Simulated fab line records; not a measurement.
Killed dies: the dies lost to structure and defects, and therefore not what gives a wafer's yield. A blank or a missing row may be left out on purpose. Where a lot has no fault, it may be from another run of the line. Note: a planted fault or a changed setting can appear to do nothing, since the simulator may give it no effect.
A lot that was struck, set against a sound lot | flow sky130 | 27 steps out of a route of 708
Sound: these wafers, L437.2, L437.3, L437.6. Wafers L454.1, L454.2, L454.5 were the ones struck. The cause comes at the end.
Each step with rows lists, per side, the tool, then ch with its chambers, then its first start. Under that, the readings that differ: sound wafers | struck wafers | difference of the means | sigmas: that difference in standard deviations of wafers without a fault.
alike: readings with means less than 2 such deviations apart, plus words and numbers identical on both sides. not compared: withheld readings, readings lacking a value on some wafer, bounds such as >300 that could conceal the same value, and numbers that have no deviation in the record and whose values overlap.
A row with sigmas, a row that says differs or no value, or rows on one side alone: a step with any of these is where the two part. Numbers that have no deviation but don't overlap get no sigmas and don't part them. A reading that every wafer of one side lacks parts them only if that side has two wafers or more.

first, 1 step without rows for these wafers: SKY_DNWELL_IMPLANT_07.
SKY_DNWELL_STRIP_08: strips in O2/N2.
  sound on plasma_asher-04 ch 0, day 3 18:50; struck on plasma_asher-02 ch 0,1, day 7 16:35
  reading                      | sound             | struck            | difference | sigmas
  drypump_motor_current_A (A)  | 5.1 5.1 5.1       | 6.4 6.3 6.3       | +1.2       | +2
  strip_time_to_endpoint_s (s) | 36.97 37.04 37.08 | 36.66 36.75 36.64 | -0.35      | -3
  alike: oes_product_au
  not compared: rf_hours_counter_h
SKY_DNWELL_TW_MEAS_09:
  sound on film_metro-02 at day 3 18:57; struck on film_metro-04 at day 7 16:41
  reading   | sound          | struck         | difference | sigmas
  DNWELL_TW | 1108 1100 1105 | 1128 1130 1129 | +25        | +3
then, 7 steps without rows for these wafers: SKY_PWDE_DEHYDRATE_00 (time 60 s); SKY_PWDE_HMDS_01 (prime time 60 s); SKY_PWDE_COAT_02 (resist thk 3000 nm); SKY_PWDE_SOFTBAKE_03; SKY_PWDE_EXPOSE_04 (exposes mask PWDEM, target cd 840 nm); SKY_PWDE_PEB_05; SKY_PWDE_DEVELOP_06 (develop time 60 s).
SKY_PWDE_OVL_MEAS_07:
  sound on overlay-01 at day 4 11:04; struck on overlay-01 at day 8 14:10
  alike: PWDE_OVL
following that, these wafers have no rows for 1 step: SKY_PWDE_IMPLANT_08.
SKY_PWDE_STRIP_09: strips in O2/N2.
  sound on plasma_asher-03 ch 0,1, day 4 11:15; struck on plasma_asher-03 ch 0,1, day 8 14:22
  reading                                | sound             | struck            | difference                    | sigmas
  oes_product_au (a.u.)                  | 0.724 0.729 0.716 | 0.971 0.972 0.974 | +0.249                        | +54
  strip_time_to_endpoint_s (s)           | 36.88 36.90 36.92 | - - -             | no value on the struck wafers |
  model.coat_of_PWDE_COAT_02.thk_nm (nm) | 0 0 0             | 114.2 114.4 114.4 | +114.3                        |
  alike: drypump_motor_current_A
  not compared: rf_hours_counter_h
SKY_PWDE_TW_MEAS_10:
  sound on film_metro-04 at day 4 11:22; struck on film_metro-02 at day 8 14:28
  alike: PWDE_TW
then, 7 steps without rows for these wafers: SKY_NWELL_DEHYDRATE_03 (time 60 s); SKY_NWELL_HMDS_04 (prime time 60 s); SKY_NWELL_COAT_05 (resist thk 3000 nm); SKY_NWELL_SOFTBAKE_06; SKY_NWELL_EXPOSE_07 (exposes mask NWM, target cd 840 nm); SKY_NWELL_PEB_08; SKY_NWELL_DEVELOP_09 (develop time 60 s).
SKY_NWELL_OVL_MEAS_10:
  sound on overlay-01 at day 5 04:30; struck on overlay-02 at day 9 11:58
  alike: NWELL_00_OVL
then, 3 steps without rows for these wafers: SKY_NWELL_IMPLANT_11; SKY_NWELL_IMPLANT_12; SKY_NWELL_IMPLANT_13.
SKY_NWELL_STRIP_14: strips in O2/N2.
  sound on plasma_asher-01 ch 0,1, day 5 04:59; struck on plasma_asher-02 ch 0,1, day 9 12:27
  reading                      | sound             | struck            | difference | sigmas
  strip_time_to_endpoint_s (s) | 36.78 36.87 36.91 | 38.91 38.72 38.77 | +1.95      | +19
  alike: drypump_motor_current_A, oes_product_au
  not compared: rf_hours_counter_h
SKY_NWELL_TW_MEAS_15:
  sound on film_metro-02 at day 5 05:05; struck on film_metro-04 at day 9 12:33
  alike: NWELL_TW

== WHERE THEY PART ==
First at SKY_DNWELL_STRIP_08; last, within this record, at SKY_NWELL_STRIP_14. Later steps at which nothing parts them and some readings are alike: SKY_NWELL_TW_MEAS_15.

WHY: what had been put in by the simulator
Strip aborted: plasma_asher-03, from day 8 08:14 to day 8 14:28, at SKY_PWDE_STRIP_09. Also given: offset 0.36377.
